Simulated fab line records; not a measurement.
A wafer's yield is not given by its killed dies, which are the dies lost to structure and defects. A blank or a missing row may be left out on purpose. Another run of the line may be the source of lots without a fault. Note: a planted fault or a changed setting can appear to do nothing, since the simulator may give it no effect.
Which tool did it?	flow gf180mcu	7 lots with 21 wafers sampled at 2 steps, on a route of 602 steps

## WHAT EACH GAUGE READ, for each wafer
GF_V4_CD_MEAS_14: target cd 260 nm.
lot	measured	on	cd-nm (nm)
L676	day 24 22:32	cd-sem-02	259.8 258.8 259.3
L678	day 25 19:47	cd-sem-02	260.8 260.7 261.8
L680	day 26 04:52	cd-sem-01	261.7 260.1 262.1
L684	day 27 09:55	cd-sem-02	260.2 259.8 259.6
L687	day 28 07:55	cd-sem-01	260.8 261.1 260.6
L692	day 29 22:47	cd-sem-01	259.3 258.3 259.0
L696	day 31 01:42	cd-sem-02	261.2 261.1 262.1

## EACH LOT AND THE TOOL THAT RAN IT (in order: tool; ch and the chambers of the sampled wafers; start)
lot	GF_POLY_GATE_CLEAN_15
L676	wet-bench-03 ch 3, day 9 16:02
L678	wet-bench-02 ch 1, day 10 12:26
L680	wet-bench-04 ch 2, day 10 18:41
L684	wet-bench-04 ch 0, day 11 19:22
L687	wet-bench-02 ch 3, day 12 19:31
L692	wet-bench-02 ch 3, day 14 08:12
L696	wet-bench-02 ch 1, day 15 17:28
- GF_POLY_GATE_CLEAN_15: cleans in SC1/SC2, time 150 s.

## THE ANSWER, worked out from the rows above alone
Rule: what is usual is taken from the lots themselves. Put in order of their means at a reading, lots are off if they are a third of the lots or fewer, leave a main group of 4 or more, and stand apart from it by a gap of 3 or more times the standard deviation of the main group's means; of several such gaps the widest counts. The tables above print the reading to a certain number of digits; a main group whose means all agree to those digits is not used. A lot without any number at a reading at which 4 lots or more have one is off too. Where the step has rows for the other lots, those lots are counted as sound.
No lot is off on any of the readings shown, so nothing can be concluded from this.

## WHAT THE SIMULATOR HAD INSERTED
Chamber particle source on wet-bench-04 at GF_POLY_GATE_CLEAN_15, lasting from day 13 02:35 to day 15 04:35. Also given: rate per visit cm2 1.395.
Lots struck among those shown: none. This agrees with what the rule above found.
